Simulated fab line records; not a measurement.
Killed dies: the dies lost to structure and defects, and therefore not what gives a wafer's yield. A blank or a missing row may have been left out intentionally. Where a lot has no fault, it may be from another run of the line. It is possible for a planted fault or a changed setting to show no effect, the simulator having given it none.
Which tool was responsible? / flow gf180mcu / 14 lots with 42 wafers sampled at 4 steps, on a route of 602 steps

## WHAT THE GAUGES READ, wafer by wafer
GF_V1_CD_MEAS_14: target cd 260 nm.
lot=L643; measured=day 18 18:21; on=cdSem-02; cdNm (nm)=261.6 262.1 261.5
lot=L645; measured=day 19 12:09; on=cdSem-01; cdNm (nm)=259.1 262.0 259.5
lot=L647; measured=day 20 02:58; on=cdSem-02; cdNm (nm)=259.7 260.0 259.8
lot=L648; measured=day 20 17:44; on=cdSem-01; cdNm (nm)=260.5 260.1 261.1
lot=L651; measured=day 21 14:20; on=cdSem-02; cdNm (nm)=258.7 257.9 257.8
lot=L652; measured=day 22 02:55; on=cdSem-02; cdNm (nm)=258.5 259.4 258.5
lot=L653; measured=day 22 08:16; on=cdSem-01; cdNm (nm)=260.0 259.4 260.8
lot=L654; measured=day 22 13:55; on=cdSem-01; cdNm (nm)=261.9 262.1 261.8
lot=L655; measured=day 23 04:37; on=cdSem-01; cdNm (nm)=262.9 262.6 262.6
lot=L661; measured=day 25 01:43; on=cdSem-02; cdNm (nm)=260.5 259.6 259.7
lot=L662; measured=day 25 08:22; on=cdSem-02; cdNm (nm)=258.8 258.6 258.2
lot=L663; measured=day 25 10:37; on=cdSem-02; cdNm (nm)=257.7 257.5 258.4
lot=L664; measured=day 25 16:28; on=cdSem-01; cdNm (nm)=260.0 259.3 259.5
lot=L665; measured=day 26 10:31; on=cdSem-01; cdNm (nm)=261.5 260.4 262.2

GF_V2_BOW_MEAS_05.
lot=L643; measured=day 19 21:31; on=filmMetro-01; V2_BOW (um)=92 102 85
lot=L645; measured=day 20 15:41; on=filmMetro-04; V2_BOW (um)=108 87 107
lot=L647; measured=day 21 06:31; on=filmMetro-01; V2_BOW (um)=96 98 99
lot=L648; measured=day 21 20:27; on=filmMetro-01; V2_BOW (um)=95 110 96
lot=L651; measured=day 22 17:16; on=filmMetro-01; V2_BOW (um)=107 112 118
lot=L654; measured=day 23 15:59; on=filmMetro-02; V2_BOW (um)=93 95 95
lot=L655; measured=day 24 06:10; on=filmMetro-01; V2_BOW (um)=90 94 91
lot=L661; measured=day 26 02:04; on=filmMetro-04; V2_BOW (um)=96 102 88
lot=L662; measured=day 26 08:50; on=filmMetro-02; V2_BOW (um)=106 104 113
lot=L663; measured=day 26 11:17; on=filmMetro-02; V2_BOW (um)=93 83 99
lot=L664; measured=day 26 17:01; on=filmMetro-04; V2_BOW (um)=102 94 106
lot=L665; measured=day 27 10:07; on=filmMetro-01; V2_BOW (um)=100 96 104

## TOOL THAT RAN EACH LOT (tool first, then ch and the chambers of the sampled wafers, then the start)
lot=L643; GF_V1_SPUTTER_22=pvdSputter-02, day 18 19:12; GF_M2_DEVELOP_13=lithoTrack-02 ch 0, day 19 19:54
lot=L645; GF_V1_SPUTTER_22=pvdSputter-02, day 19 13:04; GF_M2_DEVELOP_13=lithoTrack-03 ch 0, day 20 14:00
lot=L647; GF_V1_SPUTTER_22=pvdSputter-03, day 20 03:51; GF_M2_DEVELOP_13=lithoTrack-04 ch 0, day 21 04:49
lot=L648; GF_V1_SPUTTER_22=pvdSputter-01, day 20 18:36; GF_M2_DEVELOP_13=lithoTrack-02 ch 0, day 21 18:55
lot=L651; GF_V1_SPUTTER_22=pvdSputter-02, day 21 15:12; GF_M2_DEVELOP_13=lithoTrack-04 ch 0, day 22 15:44
lot=L652; GF_V1_SPUTTER_22=pvdSputter-01, day 22 03:48; GF_M2_DEVELOP_13=lithoTrack-02, day 23 03:51
lot=L653; GF_V1_SPUTTER_22=pvdSputter-03, day 22 09:08; GF_M2_DEVELOP_13=lithoTrack-02, day 23 08:27
lot=L654; GF_V1_SPUTTER_22=pvdSputter-02, day 22 14:48; GF_M2_DEVELOP_13=lithoTrack-03 ch 0, day 23 14:27
lot=L655; GF_V1_SPUTTER_22=pvdSputter-03, day 23 05:27; GF_M2_DEVELOP_13=lithoTrack-02 ch 0, day 24 04:39
lot=L661; GF_V1_SPUTTER_22=pvdSputter-02, day 25 02:37; GF_M2_DEVELOP_13=lithoTrack-02 ch 0, day 26 00:30
lot=L662; GF_V1_SPUTTER_22=pvdSputter-02, day 25 09:16; GF_M2_DEVELOP_13=lithoTrack-04 ch 0, day 26 07:04
lot=L663; GF_V1_SPUTTER_22=pvdSputter-02, day 25 11:30; GF_M2_DEVELOP_13=lithoTrack-04 ch 0, day 26 09:31
lot=L664; GF_V1_SPUTTER_22=pvdSputter-01, day 25 17:29; GF_M2_DEVELOP_13=lithoTrack-03 ch 0, day 26 15:21
lot=L665; GF_V1_SPUTTER_22=pvdSputter-02, day 26 11:25; GF_M2_DEVELOP_13=lithoTrack-02 ch 0, day 27 08:34
- GF_V1_SPUTTER_22: material TiN, target thk 10 nm, time 40 s.
- GF_M2_DEVELOP_13: develop time 60 s.

## WHAT THE TOOLS THEMSELVES READ (means of the sampled wafers that have a number; where no wafer has one, the mark that the record gives instead)
GF_V1_SPUTTER_22.
lot=L643; tool=pvdSputter-02; throttleValvePct (%)=29.7
lot=L645; tool=pvdSputter-02; throttleValvePct (%)=29.6
lot=L647; tool=pvdSputter-03; throttleValvePct (%)=29.2
lot=L648; tool=pvdSputter-01; throttleValvePct (%)=30.0
lot=L651; tool=pvdSputter-02; throttleValvePct (%)=29.0
lot=L652; tool=pvdSputter-01; throttleValvePct (%)=30.1
lot=L653; tool=pvdSputter-03; throttleValvePct (%)=29.7
lot=L654; tool=pvdSputter-02; throttleValvePct (%)=29.3
lot=L655; tool=pvdSputter-03; throttleValvePct (%)=29.1
lot=L661; tool=pvdSputter-02; throttleValvePct (%)=29.5
lot=L662; tool=pvdSputter-02; throttleValvePct (%)=29.3
lot=L663; tool=pvdSputter-02; throttleValvePct (%)=29.5
lot=L664; tool=pvdSputter-01; throttleValvePct (%)=30.6
lot=L665; tool=pvdSputter-02; throttleValvePct (%)=29.0

GF_M2_DEVELOP_13.
lot=L643; tool=lithoTrack-02; chillPlateTempC (C)=23.05
lot=L645; tool=lithoTrack-03; chillPlateTempC (C)=22.97
lot=L647; tool=lithoTrack-04; chillPlateTempC (C)=23.00
lot=L648; tool=lithoTrack-02; chillPlateTempC (C)=23.12
lot=L651; tool=lithoTrack-04; chillPlateTempC (C)=23.01
lot=L652; tool=lithoTrack-02; chillPlateTempC (C)=-
lot=L653; tool=lithoTrack-02; chillPlateTempC (C)=-
lot=L654; tool=lithoTrack-03; chillPlateTempC (C)=23.05
lot=L655; tool=lithoTrack-02; chillPlateTempC (C)=23.05
lot=L661; tool=lithoTrack-02; chillPlateTempC (C)=23.11
lot=L662; tool=lithoTrack-04; chillPlateTempC (C)=22.90
lot=L663; tool=lithoTrack-04; chillPlateTempC (C)=23.07
lot=L664; tool=lithoTrack-03; chillPlateTempC (C)=22.91
lot=L665; tool=lithoTrack-02; chillPlateTempC (C)=23.09

## THE ANSWER, worked out from the rows above alone
Rule: the lots themselves supply what counts as usual. The widest of any qualifying gaps counts: lots, ordered by their means at a reading, are off when they make up no more than a third of the lots, leave a main group of 4 or more, and stand apart from it by 3 or more times the standard deviation of that group's means. The tables above print the reading to a certain number of digits; a main group whose means all agree to those digits is not used. Also off: a lot with no number at a reading for which 4 or more lots have one. Any other lot the step has rows for is counted as sound. Order of review: gauges by route order, followed by the tools' own readings, for which a lot's mean as printed above is used. At the first step where some lot is off, the reading lying furthest off is the one used; lots without a number count as furthest.
Off, at GF_M2_DEVELOP_13 on chillPlateTempC: L652, L653. Without a number there: L652, L653. For the main group the mean is 23.03 C and the standard deviation 0.069.
If a tool, at that step or one of the process steps before it, ran each lot that is off and ran no sound lot following the first of them, it fits. Not one of the candidates tried fits.

## WHAT THE SIMULATOR PUT IN
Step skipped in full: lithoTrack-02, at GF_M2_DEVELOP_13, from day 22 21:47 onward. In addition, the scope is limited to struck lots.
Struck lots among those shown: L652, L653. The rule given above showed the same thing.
